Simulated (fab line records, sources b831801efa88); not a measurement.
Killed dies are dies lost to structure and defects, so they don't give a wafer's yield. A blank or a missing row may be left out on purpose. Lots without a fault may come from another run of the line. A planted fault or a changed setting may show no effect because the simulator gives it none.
fab line records | flow sky130
record lots=5 wafers=15 last_day=50
route steps=708 shown GATE_OXIDE@198 POLY_GATE@204 RES_PROTECT@206
lots that met no fault: from a run of the same line without faults
start_h: hours from the record's first day to the start of the lot's first wafer shown | wait_h: hours since the lot's step before | " the same as in the row above | L1.1+2: a row that stands for several wafers | - no value, or no start given | * or withheld: withheld | < > ~ a bound
route shown NAME@n: a module of which the file shows steps, and the number in the route of the first | usual: mean/standard deviation of fault-free wafers | same: alike in all rows | chamber/n: place in a boat | sites: the reading at each site | _std_site: their standard deviation | _edge_site: outer sites' mean less inner sites' | radius_mm: how far each site lies from the wafer's centre | mask NAME#n: copy n | behind: the tool/chamber that last shaped the wafer | hold: why the lot was held/for how many hours/how that ended | device: the transistor (n, p or np) that didn't switch | end of line: the same wafers' tests at the end of the route | a step without rows: its recipe alone | killed: dies lost to structure and defects at the first sort, not the wafer's yield | map: a wafer's dies, x killed, . not, _ none there
set.NAME: the setting as run; set.NAME@STEP: as run at that earlier step | model.NAME: the simulator's own value behind a step, which no gauge read
lots at some steps of the route; a table a step, a row a wafer
services: from which hour (start_h, from the record's first day; less than 0 if before it) a tool's chamber was out of use, for how many hours, and why
## steps
# step SKY_GATE_OXIDE_IMPLANT_11
# recipe species=B energy_kev=10 dose_cm2=2.6e+12 tilt_deg=withheld
# usual beam_energy_keV=10.000/0.0032 beam_on_s=9.99/0.2 faraday_current_uA=14.69/0.29
# columns lot.wafer tool chamber start_h wait_h beam_energy_keV beam_on_s faraday_current_uA
L075.1 implanter-01 0 308.77 0.0 9.998 10.17 14.43
L075.2 " 0 " " 10.000 10.26 14.23
L075.4 " 0 " " 10.002 10.03 14.65
L085.2 implanter-04 0 390.64 0.0 9.999 9.94 14.74
L085.3 " 0 " " 10.000 10.11 14.54
L085.6 " 0 " " 10.000 10.29 14.24
L091.1 implanter-02 0 448.61 0.0 10.003 9.91 14.76
L091.5 " 0 " " 10.001 10.24 14.34
L091.6 " 0 " " 10.001 9.77 14.99
L092.1 implanter-01 0 459.12 0.0 10.004 9.94 14.75
L092.2 " 0 " " 10.008 9.78 15.01
L092.3 " 0 " " 10.003 9.72 14.95
L096.1 implanter-02 0 518.06 0.0 9.997 10.01 14.65
L096.5 " 0 " " 9.999 10.19 14.39
L096.6 " 0 " " 9.992 9.97 14.78
# step SKY_GATE_OXIDE_WET_ETCH_12
# recipe chemistry=dHF target_depth_nm=16.8 dry=n2_spin target=SiO2 dilution=100:1 temp_c=25 time_s=336
# columns lot.wafer tool chamber start_h wait_h
L075.1+2+4 wet_bench-04 3 308.92 0.1
L085.2+3+6 wet_bench-01 2 390.77 0.1
L091.1+5+6 wet_bench-01 1 448.76 0.1
L092.1+2+3 wet_bench-01 0 459.27 0.1
L096.1+5+6 wet_bench-04 2 518.21 0.1
# step SKY_GATE_OXIDE_STRIP_13
# recipe chemistry=O2/N2 power_w=1400 pressure_mtorr=1500 platen_temp_c=withheld o2_flow_sccm=3000 n2_flow_sccm=300 overash_fraction=0.5
# usual drypump_motor_current_A=6.0/0.53 oes_product_au=0.715/0.0046 strip_time_to_endpoint_s=14.18/0.048
# columns lot.wafer tool chamber start_h wait_h drypump_motor_current_A oes_product_au rf_hours_counter_h strip_time_to_endpoint_s
L075.1 plasma_asher-03 0 309.03 0.0 6.7 0.715 48 14.16
L075.2 " 1 " " 5.5 0.720 48 14.13
L075.4 " 1 " " 5.5 0.722 - 14.20
L085.2 plasma_asher-01 0 390.87 0.0 5.8 0.722 70 14.17
L085.3 " 1 " " 6.5 0.715 - 14.15
L085.6 " 0 " " 5.8 0.716 - 14.15
L091.1 plasma_asher-04 1 448.86 0.0 5.4 0.714 33 14.12
L091.5 " 0 " " 6.5 0.720 - 14.14
L091.6 " 1 " " 5.4 0.725 - 14.13
L092.1 plasma_asher-01 1 459.37 0.0 6.4 0.709 78 14.26
L092.2 " 0 " " 5.8 0.723 78 14.24
L092.3 " 1 " " 6.4 0.712 - 14.19
L096.1 plasma_asher-03 1 518.31 0.0 5.5 0.709 69 14.18
L096.5 " 0 " " 6.7 0.717 - 14.21
L096.6 " 1 " " 5.5 0.715 - 14.21
# step SKY_GATE_OXIDE_TW_MEAS_14
# usual GATE_OXIDE_TW=222.8/0.86
# columns lot.wafer tool chamber start_h wait_h GATE_OXIDE_TW
L075.1 film_metro-03 - 309.13 0.1 222.6
L075.2 " - " " 223.7
L075.4 " - " " 223.0
L085.2 film_metro-01 - 390.98 0.1 222.1
L085.3 " - " " 221.9
L085.6 " - " " 221.5
L091.1 film_metro-03 - 448.96 0.1 222.1
L091.5 " - " " 221.9
L091.6 " - " " 220.6
L092.1 film_metro-03 - 459.47 0.1 221.8
L092.2 " - " " 222.3
L092.3 " - " " 221.9
L096.1 film_metro-03 - 518.41 0.1 221.5
L096.5 " - " " 223.0
L096.6 " - " " 221.5
# step SKY_GATE_OXIDE_CLEAN_15
# recipe chemistry=SC1/SC2 mix=1:4:20 temp_c=70 time_s=150 dry=n2_spin
# columns lot.wafer tool chamber start_h wait_h
L075.1+2+4 wet_bench-01 3 309.19 0.1
L085.2+3+6 wet_bench-04 3 391.03 0.0
L091.1+5+6 wet_bench-01 0 449.02 0.1
L092.1+2+3 wet_bench-03 0 459.53 0.1
L096.1+5+6 wet_bench-01 1 518.47 0.1
# step SKY_GATE_OXIDE_OXIDATION_16
# recipe temp_c=800 ambient=O2 idle_temp_c=700 ramp_up_c_per_min=10 ramp_down_c_per_min=3 stabilise_s=600 purge_s=300 target_thk_a=35.7 ox_time_s=1915
# usual ox_temp_c=800.0/0.34 ramp_up_c_per_min=9.9999/0.0018 zone_power_bottom_pct=20.5/0.87
# same purge_s=300
# columns lot.wafer tool chamber start_h wait_h ox_temp_c ramp_up_c_per_min zone_power_bottom_pct
L075.1 furnace-02 0 309.72 0.5 800.3 10.002 21.3
L075.2 " 0 " " 800.0 10.002 21.3
L075.4 " 0 " " 800.0 10.001 21.4
L085.2 furnace-01 0 392.15 1.1 799.9 10.001 19.6
L085.3 " 0 " " 800.5 10.002 19.5
L085.6 " 0 " " 800.1 10.001 19.5
L091.1 furnace-02 0 451.43 2.4 800.3 10.000 20.8
L091.5 " 0 " " 799.7 9.9973 20.8
L091.6 " 0 " " 800.1 9.9955 21.4
L092.1 furnace-02 0 465.15 5.6 801.1 10.001 21.1
L092.2 " 0 " " 800.0 10.004 21.2
L092.3 " 0 " " 800.2 10.001 21.3
L096.1 furnace-01 0 518.52 0.0 799.6 10.001 19.8
L096.5 " 0 " " 799.8 9.9982 19.4
L096.6 " 0 " " 800.3 10.002 19.3
# step SKY_POLY_GATE_CVD_00
# recipe material=poly-Si target_thk_nm=180 temp_c=620 time_s=720 pressure_mtorr=200
# usual susceptor_temp_C=620.05/0.28 zone_power_bottom_pct=12.8/1
# columns lot.wafer tool chamber start_h wait_h susceptor_temp_C zone_power_bottom_pct
L075.1 lpcvd-01 0 311.25 0.0 620.15 13.8
L075.2 " 0 " " 620.03 13.7
L075.4 " 0 " " 620.29 14.1
L085.2 lpcvd-01 0 393.69 0.0 619.76 13.6
L085.3 " 0 " " 620.18 13.9
L085.6 " 0 " " 619.87 13.8
L091.1 lpcvd-01 0 452.96 0.0 620.10 14.1
L091.5 " 0 " " 619.63 13.8
L091.6 " 0 " " 620.41 13.6
L092.1 lpcvd-01 0 466.68 0.0 619.87 13.7
L092.2 " 0 " " 620.13 13.8
L092.3 " 0 " " 619.71 13.9
L096.1 lpcvd-01 1 520.05 0.0 620.04 11.9
L096.5 " 1 " " 619.98 11.7
L096.6 " 1 " " 619.93 11.9
# step SKY_POLY_GATE_THK_MEAS_01
# recipe reads=poly-Si_of_POLY_GATE_CVD_00
# usual POLY_GATE_CVD_00_THK=179.0/1.6
# columns lot.wafer tool chamber start_h wait_h POLY_GATE_CVD_00_THK[nm]
L075.1 film_metro-03 - 312.45 0.0 178.6
L075.2 " - " " 178.0
L075.4 " - " " 178.0
L085.2 film_metro-04 - 394.90 0.0 180.8
L085.3 " - " " 179.5
L085.6 " - " " 180.6
L091.1 film_metro-04 - 454.16 0.0 179.5
L091.5 " - " " 179.5
L091.6 " - " " 181.4
L092.1 film_metro-03 - 467.88 0.0 178.7
L092.2 " - " " 178.7
L092.3 " - " " 177.4
L096.1 film_metro-02 - 521.25 0.0 179.0
L096.5 " - " " 179.0
L096.6 " - " " 178.4
# step SKY_RES_PROTECT_DEHYDRATE_00
# recipe temp_c=200 time_s=60
# usual plate_temp_C=199.98/0.13 resist_line_temp_C=22.99/0.1
# columns lot.wafer tool chamber start_h wait_h plate_temp_C resist_line_temp_C
L075.1 litho_track-01 0 324.57 12.1 199.84 23.08
L075.2 " 0 " " 199.89 22.99
L075.4 " 0 " " 200.22 22.92
L085.2 litho_track-03 0 409.13 14.2 199.90 22.93
L085.3 " 0 " " 199.96 23.01
L085.6 " 0 " " 199.84 23.09
L091.1 litho_track-04 0 468.24 14.1 199.98 23.08
L091.5 " 0 " " 199.75 23.09
L091.6 " 0 " " 199.75 23.01
L092.1 litho_track-01 0 482.27 14.4 200.11 22.91
L092.2 " 0 " " 200.08 22.94
L092.3 " 0 " " 199.94 22.97
L096.1 litho_track-04 0 536.14 14.9 199.99 22.96
L096.5 " 0 " " 200.09 22.87
L096.6 " 0 " " 199.97 22.99
# step SKY_RES_PROTECT_HMDS_01
# recipe prime_time_s=60 prime_temp_c=120
# usual resist_line_temp_C=23.01/0.1
# same prime_time_s=60
# columns lot.wafer tool chamber start_h wait_h resist_line_temp_C
L075.1 litho_track-01 0 324.72 0.1 22.98
L075.2 " 0 " " 22.96
L075.4 " 0 " " 22.79
L085.2 litho_track-03 0 409.28 0.1 23.06
L085.3 " 0 " " 22.93
L085.6 " 0 " " 23.09
L091.1 litho_track-04 0 468.39 0.1 22.92
L091.5 " 0 " " 23.11
L091.6 " 0 " " 22.86
L092.1 litho_track-01 0 482.42 0.1 23.27
L092.2 " 0 " " 23.12
L092.3 " 0 " " 23.16
L096.1 litho_track-04 0 536.29 0.1 23.01
L096.5 " 0 " " 23.01
L096.6 " 0 " " 22.97
# step SKY_RES_PROTECT_COAT_02
# recipe resist=NOVOLAK spin_rpm=3000 resist_thk_nm=1140
# usual resist_line_temp_C=23.02/0.1
# columns lot.wafer tool chamber start_h wait_h resist_line_temp_C
L075.1 litho_track-01 0 324.87 0.1 22.99
L075.2 " 0 " " 23.11
L075.4 " 0 " " 22.98
L085.2 litho_track-03 0 409.43 0.1 22.90
L085.3 " 0 " " 22.95
L085.6 " 0 " " 22.79
L091.1 litho_track-04 0 468.54 0.1 23.01
L091.5 " 0 " " 22.95
L091.6 " 0 " " 23.14
L092.1 litho_track-01 0 482.57 0.1 22.95
L092.2 " 0 " " 23.19
L092.3 " 0 " " 23.05
L096.1 litho_track-04 0 536.44 0.1 23.01
L096.5 " 0 " " 22.75
L096.6 " 0 " " 22.97
# step SKY_RES_PROTECT_SOFTBAKE_03
# recipe temp_c=90 time_s=60 resist=NOVOLAK
# usual plate_temp_C=90.01/0.14 resist_line_temp_C=23.00/0.1
# columns lot.wafer tool chamber start_h wait_h plate_temp_C resist_line_temp_C
L075.1 litho_track-01 0 325.02 0.1 89.98 22.95
L075.2 " 0 " " 90.05 22.99
L075.4 " 0 " " 89.99 22.89
L085.2 litho_track-03 0 409.58 0.1 90.16 22.93
L085.3 " 0 " " 90.03 23.10
L085.6 " 0 " " 90.02 22.93
L091.1 litho_track-04 0 468.69 0.1 90.11 22.86
L091.5 " 0 " " 90.18 23.03
L091.6 " 0 " " 90.07 22.77
L092.1 litho_track-01 0 482.72 0.1 89.95 23.01
L092.2 " 0 " " 89.96 23.02
L092.3 " 0 " " 89.82 23.16
L096.1 litho_track-04 0 536.59 0.1 89.70 23.01
L096.5 " 0 " " 89.89 22.99
L096.6 " 0 " " 89.85 23.23
# step SKY_RES_PROTECT_EXPOSE_04
# recipe mask_id=RPM na=0.6 source_shape=conventional sigma_outer=0.6 polarization=unpolarized target_cd_nm=1270 dose_mj=131
# same sigma_outer=0.6
# columns lot.wafer tool chamber start_h wait_h mask
L075.1+2+4 iline_stepper-02 0 - - RPM#0
L085.2+3+6 iline_stepper-01 0 - - RPM#0
L091.1+5+6 iline_stepper-01 0 - - RPM#0
L092.1+2+3 iline_stepper-02 0 - - RPM#0
L096.1+5+6 iline_stepper-02 0 - - RPM#0
# step SKY_RES_PROTECT_PEB_05
# recipe temp_c=withheld time_s=* resist=NOVOLAK
# usual resist_line_temp_C=*
# columns lot.wafer tool chamber start_h wait_h resist_line_temp_C
L075.1 litho_track-03 0 - - *
L075.2 " 0 " " *
L075.4 " 0 " " *
L085.2 litho_track-01 0 - - *
L085.3 " 0 " " *
L085.6 " 0 " " *
L091.1 litho_track-01 0 - - *
L091.5 " 0 " " *
L091.6 " 0 " " *
L092.1 litho_track-01 0 - - *
L092.2 " 0 " " *
L092.3 " 0 " " *
L096.1 litho_track-04 0 - - *
L096.5 " 0 " " *
L096.6 " 0 " " *
# step SKY_RES_PROTECT_DEVELOP_06
# recipe resist=NOVOLAK developer=TMAH develop_time_s=60 dev_temp_c=23
# usual resist_line_temp_C=23.00/0.11
# columns lot.wafer tool chamber start_h wait_h resist_line_temp_C
L075.1 litho_track-03 0 338.05 0.1 22.81
L075.2 " 0 " " 22.88
L075.4 " 0 " " 22.69
L085.2 litho_track-01 0 424.30 0.1 23.20
L085.3 " 0 " " 23.14
L085.6 " 0 " " 23.15
L091.1 litho_track-01 0 483.62 0.1 22.92
L091.5 " 0 " " 22.66
L091.6 " 0 " " 22.94
L092.1 litho_track-01 0 499.47 0.1 22.99
L092.2 " 0 " " 23.04
L092.3 " 0 " " 23.05
L096.1 litho_track-04 0 550.69 0.1 22.91
L096.5 " 0 " " 22.95
L096.6 " 0 " " 22.78
# step SKY_POLY_GATE_IMPLANT_02
# recipe species=P energy_kev=30 dose_cm2=7.7e+15 tilt_deg=0
# usual beam_energy_keV=30.000/0.0085 beam_on_s=35.7/2.3 faraday_current_uA=11937/740
# columns lot.wafer tool chamber start_h wait_h beam_energy_keV beam_on_s faraday_current_uA
L075.1 implanter-04 0 338.20 0.1 30.004 35.4 12028
L075.2 " 0 " " 30.010 34.6 12264
L075.4 " 0 " " 30.011 35.5 11912
L085.2 implanter-04 0 424.45 0.1 30.013 35.1 12102
L085.3 " 0 " " 30.014 33.9 12454
L085.6 " 0 " " 30.020 35.1 12059
L091.1 implanter-03 0 483.77 0.1 29.993 38.6 11032
L091.5 " 0 " " 30.003 38.9 10953
L091.6 " 0 " " 29.994 40.0 10653
L092.1 implanter-04 0 499.62 0.1 30.007 35.3 12003
L092.2 " 0 " " 30.019 34.2 12346
L092.3 " 0 " " 30.009 35.4 12022
L096.1 implanter-03 0 550.84 0.1 29.991 38.5 11062
L096.5 " 0 " " 29.994 38.3 11075
L096.6 " 0 " " 30.003 37.0 11518
# step SKY_RES_PROTECT_STRIP_07
# recipe chemistry=O2/N2 power_w=1400 pressure_mtorr=1500 platen_temp_c=withheld o2_flow_sccm=3000 n2_flow_sccm=300 overash_fraction=0.5
# usual drypump_motor_current_A=6.0/0.55 oes_product_au=0.518/0.0045 strip_time_to_endpoint_s=23.32/0.035
# columns lot.wafer tool chamber start_h wait_h drypump_motor_current_A oes_product_au rf_hours_counter_h strip_time_to_endpoint_s
L075.1 plasma_asher-01 0 338.35 0.1 5.8 0.522 66 23.37
L075.2 " 1 " " 6.5 0.510 66 23.28
L075.4 " 1 " " 6.5 0.522 - 23.33
L085.2 plasma_asher-01 1 424.57 0.1 6.5 0.523 74 23.29
L085.3 " 1 " " 6.5 0.525 - 23.31
L085.6 " 1 " " 6.5 0.518 - 23.34
L091.1 plasma_asher-02 1 483.92 0.1 6.5 0.509 5 23.33
L091.5 " 0 " " 5.2 0.521 - 23.29
L091.6 " 1 " " 6.5 0.508 - 23.27
L092.1 plasma_asher-04 1 499.77 0.1 5.4 0.516 38 23.40
L092.2 " 0 " " 6.5 0.523 38 23.31
L092.3 " 1 " " 5.3 0.516 - 23.36
L096.1 plasma_asher-02 1 550.99 0.1 6.5 0.518 11 23.37
L096.5 " 0 " " 5.2 0.516 - 23.33
L096.6 " 1 " " 6.5 0.515 - 23.34
# step SKY_RES_PROTECT_TW_MEAS_08
# usual POLY_GATE_TW=4029/29
# columns lot.wafer tool chamber start_h wait_h POLY_GATE_TW
L075.1 film_metro-01 - 338.45 0.1 3995
L075.2 " - " " 4002
L075.4 " - " " 3990
L085.2 film_metro-04 - 424.68 0.1 4052
L085.3 " - " " 4044
L085.6 " - " " 4062
L091.1 film_metro-04 - 484.02 0.1 4023
L091.5 " - " " 4043
L091.6 " - " " 4025
L092.1 film_metro-01 - 499.87 0.1 4056
L092.2 " - " " 4044
L092.3 " - " " 4020
L096.1 film_metro-04 - 551.09 0.1 4046
L096.5 " - " " 4076
L096.6 " - " " 4055
# step SKY_RES_PROTECT_CLEAN_09
# recipe chemistry=SC1/SC2 mix=1:4:20 temp_c=70 time_s=150 dry=n2_spin
# columns lot.wafer tool chamber start_h wait_h
L075.1+2+4 wet_bench-02 0 338.51 0.1
L085.2+3+6 wet_bench-03 1 424.73 0.0
L091.1+5+6 wet_bench-03 3 484.08 0.1
L092.1+2+3 wet_bench-02 0 499.93 0.1
L096.1+5+6 wet_bench-01 1 551.15 0.1
# step SKY_POLY_GATE_CVD_03
# recipe material=Si3N4 precursor=DCS/NH3 target_thk_nm=75 temp_c=770 time_s=1290 pressure_mtorr=250
# usual susceptor_temp_C=769.92/0.29 zone_power_bottom_pct=20.5/1.1
# columns lot.wafer tool chamber start_h wait_h susceptor_temp_C zone_power_bottom_pct
L075.1 lpcvd-02 0 339.43 0.9 769.58 21.8
L075.2 " 0 " " 770.04 21.7
L075.4 " 0 " " 769.50 21.6
L085.2 lpcvd-02 1 424.84 0.0 770.39 19.3
L085.3 " 1 " " 770.23 19.1
L085.6 " 1 " " 769.78 19.4
L091.1 lpcvd-02 1 484.14 0.0 770.38 19.9
L091.5 " 1 " " 769.85 19.3
L091.6 " 1 " " 769.87 19.4
L092.1 lpcvd-02 1 499.99 0.0 770.08 19.3
L092.2 " 1 " " 769.74 19.3
L092.3 " 1 " " 770.03 19.4
L096.1 lpcvd-02 1 552.93 1.7 769.75 19.6
L096.5 " 1 " " 770.13 19.5
L096.6 " 1 " " 769.56 19.4
# step SKY_POLY_GATE_THK_MEAS_04
# recipe reads=Si3N4_of_POLY_GATE_CVD_03
# usual POLY_GATE_CVD_03_THK=75.0/0.63
# columns lot.wafer tool chamber start_h wait_h POLY_GATE_CVD_03_THK[nm]
L075.1 film_metro-03 - 340.79 0.0 76.4
L075.2 " - " " 75.1
L075.4 " - " " 75.8
L085.2 film_metro-03 - 426.20 0.0 74.5
L085.3 " - " " 74.1
L085.6 " - " " 75.0
L091.1 film_metro-04 - 485.49 0.0 75.3
L091.5 " - " " 74.9
L091.6 " - " " 74.5
L092.1 film_metro-03 - 501.35 0.0 75.2
L092.2 " - " " 75.7
L092.3 " - " " 76.0
L096.1 film_metro-02 - 554.28 0.0 75.2
L096.5 " - " " 76.0
L096.6 " - " " 75.3
# step SKY_POLY_GATE_DEHYDRATE_05
# recipe temp_c=200 time_s=60
# usual plate_temp_C=200.02/0.17 resist_line_temp_C=22.98/0.11
# columns lot.wafer tool chamber start_h wait_h plate_temp_C resist_line_temp_C
L075.1 litho_track-01 0 354.07 13.3 200.30 22.92
L075.2 " 0 " " 199.99 22.95
L075.4 " 0 " " 199.73 23.06
L085.2 litho_track-02 0 441.51 15.3 199.96 23.17
L085.3 " 0 " " 199.85 23.00
L085.6 " 0 " " 199.64 22.99
L091.1 litho_track-03 0 500.10 14.6 199.90 22.80
L091.5 " 0 " " 200.13 22.95
L091.6 " 0 " " 199.86 22.91
L092.1 litho_track-03 0 515.75 14.4 199.98 23.15
L092.2 " 0 " " 200.06 23.21
L092.3 " 0 " " 200.14 23.23
L096.1 litho_track-03 0 568.60 14.3 199.96 22.95
L096.5 " 0 " " 200.12 22.92
L096.6 " 0 " " 200.05 22.95
# step SKY_POLY_GATE_HMDS_06
# recipe prime_time_s=60 prime_temp_c=120
# usual resist_line_temp_C=23.01/0.077
# same prime_time_s=60
# columns lot.wafer tool chamber start_h wait_h resist_line_temp_C
L075.1 litho_track-01 0 354.22 0.1 23.00
L075.2 " 0 " " 23.05
L075.4 " 0 " " 23.07
L085.2 litho_track-02 0 441.66 0.1 22.97
L085.3 " 0 " " 22.99
L085.6 " 0 " " 23.14
L091.1 litho_track-03 0 500.25 0.1 22.97
L091.5 " 0 " " 23.07
L091.6 " 0 " " 23.04
L092.1 litho_track-03 0 515.90 0.1 23.13
L092.2 " 0 " " 22.97
L092.3 " 0 " " 23.13
L096.1 litho_track-03 0 568.75 0.1 22.94
L096.5 " 0 " " 23.00
L096.6 " 0 " " 23.04
# step SKY_POLY_GATE_COAT_07
# recipe resist=BARC temp_c=withheld time_s=withheld spin_rpm=3000 resist_thk_nm=110
# usual resist_line_temp_C=*
# columns lot.wafer tool chamber start_h wait_h resist_line_temp_C
L075.1 litho_track-01 0 354.37 0.1 *
L075.2 " 0 " " *
L075.4 " 0 " " *
L085.2 litho_track-02 0 441.81 0.1 *
L085.3 " 0 " " *
L085.6 " 0 " " *
L091.1 litho_track-03 0 500.40 0.1 *
L091.5 " 0 " " *
L091.6 " 0 " " *
L092.1 litho_track-03 0 516.05 0.1 *
L092.2 " 0 " " *
L092.3 " 0 " " *
L096.1 litho_track-03 0 568.90 0.1 *
L096.5 " 0 " " *
L096.6 " 0 " " *
# step SKY_POLY_GATE_COAT_08
# recipe resist=KrF-thick spin_rpm=3000 resist_thk_nm=450
# usual resist_line_temp_C=22.99/0.1
# columns lot.wafer tool chamber start_h wait_h resist_line_temp_C
L075.1 litho_track-01 0 - - 23.20
L075.2 " 0 " " 22.89
L075.4 " 0 " " 23.00
L085.2 litho_track-02 0 - - 23.06
L085.3 " 0 " " 22.99
L085.6 " 0 " " 23.19
L091.1 litho_track-03 0 - - 22.96
L091.5 " 0 " " 23.08
L091.6 " 0 " " 22.99
L092.1 litho_track-03 0 - - 22.80
L092.2 " 0 " " 22.93
L092.3 " 0 " " 22.82
L096.1 litho_track-03 0 - - 23.05
L096.5 " 0 " " 23.07
L096.6 " 0 " " 22.97
# step SKY_POLY_GATE_SOFTBAKE_09
# recipe temp_c=100 time_s=90 resist=KrF-thick
# usual plate_temp_C=100.02/0.15 resist_line_temp_C=23.00/0.099
# columns lot.wafer tool chamber start_h wait_h plate_temp_C resist_line_temp_C
L075.1 litho_track-01 0 - - 100.13 22.92
L075.2 " 0 " " 100.10 23.05
L075.4 " 0 " " 100.44 23.03
L085.2 litho_track-02 0 - - 99.93 23.11
L085.3 " 0 " " 100.09 22.87
L085.6 " 0 " " 100.11 23.15
L091.1 litho_track-03 0 - - 99.91 23.03
L091.5 " 0 " " 100.08 22.89
L091.6 " 0 " " 99.90 22.90
L092.1 litho_track-03 0 - - 100.11 23.17
L092.2 " 0 " " 100.11 23.10
L092.3 " 0 " " 99.91 23.17
L096.1 litho_track-03 0 - - 100.12 23.07
L096.5 " 0 " " 100.02 23.18
L096.6 " 0 " " 100.07 23.13
# step SKY_POLY_GATE_EXPOSE_10
# recipe mask_id=P1M na=0.68 source_shape=conventional sigma_outer=0.6 target_cd_nm=150 dose_mj=27.71
# same sigma_outer=0.6
# columns lot.wafer tool chamber start_h wait_h mask
L075.1+2+4 krf_scanner-02 0 - - P1M#0
L085.2+3+6 krf_scanner-02 0 - - P1M#0
L091.1+5+6 krf_scanner-02 0 - - P1M#0
L092.1+2+3 krf_scanner-01 0 - - P1M#0
L096.1+5+6 krf_scanner-01 0 - - P1M#0
# step SKY_POLY_GATE_PEB_11
# recipe peb_temp_c=withheld peb_time_s=withheld resist=KrF-thick
# usual resist_line_temp_C=*
# columns lot.wafer tool chamber start_h wait_h resist_line_temp_C
L075.1 litho_track-03 0 - - *
L075.2 " 0 " " *
L075.4 " 0 " " *
L085.2 litho_track-02 0 - - *
L085.3 " 0 " " *
L085.6 " 0 " " *
L091.1 litho_track-01 0 - - *
L091.5 " 0 " " *
L091.6 " 0 " " *
L092.1 litho_track-01 0 - - *
L092.2 " 0 " " *
L092.3 " 0 " " *
L096.1 litho_track-02 0 - - *
L096.5 " 0 " " *
L096.6 " 0 " " *
# step SKY_POLY_GATE_DEVELOP_12
# recipe develop_time_s=60 resist=KrF-thick dev_temp_c=21
# usual resist_line_temp_C=23.00/0.099
# columns lot.wafer tool chamber start_h wait_h resist_line_temp_C
L075.1 litho_track-03 0 - - 22.93
L075.2 " 0 " " 23.14
L075.4 " 0 " " 23.06
L085.2 litho_track-02 0 - - 23.00
L085.3 " 0 " " 23.02
L085.6 " 0 " " 22.94
L091.1 litho_track-01 0 - - 22.92
L091.5 " 0 " " 22.93
L091.6 " 0 " " 23.07
L092.1 litho_track-01 0 - - 23.09
L092.2 " 0 " " 23.14
L092.3 " 0 " " 23.09
L096.1 litho_track-02 0 - - 23.06
L096.5 " 0 " " 23.10
L096.6 " 0 " " 23.07
# step SKY_POLY_GATE_CD_MEAS_13
# recipe target_cd_nm=150
# usual cd_nm=150.6/1.5
# columns lot.wafer tool chamber start_h wait_h cd_nm
L075.1 cd_sem-02 - 368.00 - 153.0
L075.2 " - " " 153.8
L075.4 " - " " 153.9
L085.2 cd_sem-02 - 457.70 - 149.7
L085.3 " - " " 151.1
L085.6 " - " " 150.4
L091.1 cd_sem-02 - 515.37 - 152.5
L091.5 " - " " 151.7
L091.6 " - " " 151.6
L092.1 cd_sem-02 - 531.27 - 150.5
L092.2 " - " " 149.5
L092.3 " - " " 150.2
L096.1 cd_sem-01 - 584.83 - 150.9
L096.5 " - " " 150.5
L096.6 " - " " 151.8
# step SKY_POLY_GATE_OVL_MEAS_14
# usual POLY_GATE_OVL=-2/5.1
# columns lot.wafer tool chamber start_h wait_h POLY_GATE_OVL[nm]
L075.1 overlay-01 - 368.12 0.1 -3
L075.2 " - " " 2
L075.4 " - " " 6
L085.2 overlay-01 - 457.81 0.1 -6
L085.3 " - " " -7
L085.6 " - " " -8
L091.1 overlay-01 - 515.49 0.1 -8
L091.5 " - " " -1
L091.6 " - " " -2
L092.1 overlay-01 - 531.39 0.1 -2
L092.2 " - " " 3
L092.3 " - " " -8
L096.1 overlay-02 - 584.95 0.1 -2
L096.5 " - " " 3
L096.6 " - " " 0
# step SKY_POLY_GATE_ETCH_15
# recipe chemistry=N2/H2 target=BARC ion_energy_ev=200 source_w=500 bias_w=100 pressure_mtorr=30 n2_flow_sccm=100 h2_flow_sccm=200 stop_on=SiO2 time_s=118.5 target_depth_a=1100
# usual drypump_motor_current_A=5.7/0.34 oes_product_au=0.717/0.0045 throttle_valve_pct=13.213/0.0085
# columns lot.wafer tool chamber start_h wait_h drypump_motor_current_A oes_product_au rf_hours_counter_h throttle_valve_pct
L075.1 rie_diel-02 0 368.16 0.0 5.5 0.719 13 13.226
L075.2 " 1 " " 6.3 0.720 9 13.229
L075.4 " 3 " " 5.0 0.712 8 13.208
L085.2 rie_diel-04 3 457.84 0.0 5.6 0.718 8 13.223
L085.3 " 1 " " 5.7 0.714 12 13.221
L085.6 " 2 " " 6.0 0.720 - 13.213
L091.1 rie_diel-02 0 515.53 0.0 5.5 0.717 15 13.214
L091.5 " 1 " " 6.3 0.715 - 13.210
L091.6 " 0 " " 5.5 0.721 - 13.206
L092.1 rie_diel-02 0 531.43 0.0 5.5 0.716 16 13.216
L092.2 " 2 " " 5.8 0.718 6 13.219
L092.3 " 3 " " 5.0 0.723 11 13.205
L096.1 rie_diel-02 2 584.99 0.0 5.7 0.720 7 13.212
L096.5 " 0 " " 5.6 0.714 - 13.221
L096.6 " 3 " " 5.0 0.710 - 13.215
# step SKY_POLY_GATE_ETCH_16
# recipe stop_on=poly-Si chemistry=CH3F/O2 target=Si3N4 source_w=400 bias_w=80 pressure_mtorr=25 ch3f_flow_sccm=40 O2_flow_sccm=30 time_s=147.5 target_depth_a=750
# usual drypump_motor_current_A=5.7/0.34 oes_product_au=0.640/0.0048 throttle_valve_pct=10.535/0.0093
# columns lot.wafer tool chamber start_h wait_h drypump_motor_current_A oes_product_au rf_hours_counter_h throttle_valve_pct
L075.1 rie_diel-02 0 368.24 0.0 5.5 0.647 13 10.527
L075.2 " 1 " " 6.3 0.641 9 10.524
L075.4 " 3 " " 5.0 0.647 8 10.536
L085.2 rie_diel-04 3 457.92 0.0 5.5 0.645 8 10.531
L085.3 " 1 " " 5.7 0.632 12 10.535
L085.6 " 2 " " 6.0 0.642 - 10.545
L091.1 rie_diel-02 0 515.61 0.0 5.5 0.642 15 10.522
L091.5 " 1 " " 6.3 0.639 - 10.520
L091.6 " 0 " " 5.5 0.635 - 10.548
L092.1 rie_diel-02 0 531.51 0.0 5.5 0.636 16 10.527
L092.2 " 2 " " 5.7 0.650 6 10.542
L092.3 " 3 " " 5.0 0.644 11 10.519
L096.1 rie_diel-02 2 585.07 0.0 5.7 0.645 7 10.526
L096.5 " 0 " " 5.5 0.637 - 10.533
L096.6 " 3 " " 5.0 0.646 - 10.537
## services
# columns tool chamber start_h hours kind
rie_diel-02 2 312.31 10.0 repair
krf_scanner-02 - 320.69 4.4 pm
iline_stepper-02 - 336.47 10.2 repair
plasma_asher-01 - 345.93 9.1 repair
iline_stepper-02 - 346.67 1.7 pm
krf_scanner-02 - 360.71 0.8 pm
krf_scanner-02 - 369.51 4.0 pm
iline_stepper-02 - 385.09 1.6 repair
furnace-02 - 387.49 3.2 pm
krf_scanner-02 - 397.43 1.3 pm
wet_bench-01 - 412.71 3.5 repair
krf_scanner-02 - 420.11 1.0 pm
krf_scanner-02 - 424.66 0.4 repair
rie_diel-02 0 472.11 1.7 repair
iline_stepper-02 - 482.88 1.7 repair
furnace-02 - 499.84 2.8 pm
krf_scanner-02 - 529.51 0.8 pm
rie_diel-02 1 541.07 3.3 repair
rie_diel-02 - 552.89 15.6 pm
furnace-02 - 556.42 5.1 pm
iline_stepper-02 - 564.46 1.7 pm
rie_diel-02 0 571.97 3.5 repair
krf_scanner-02 - 573.33 1.3 pm
implanter-04 - 579.13 1.8 pm
## key
fault none
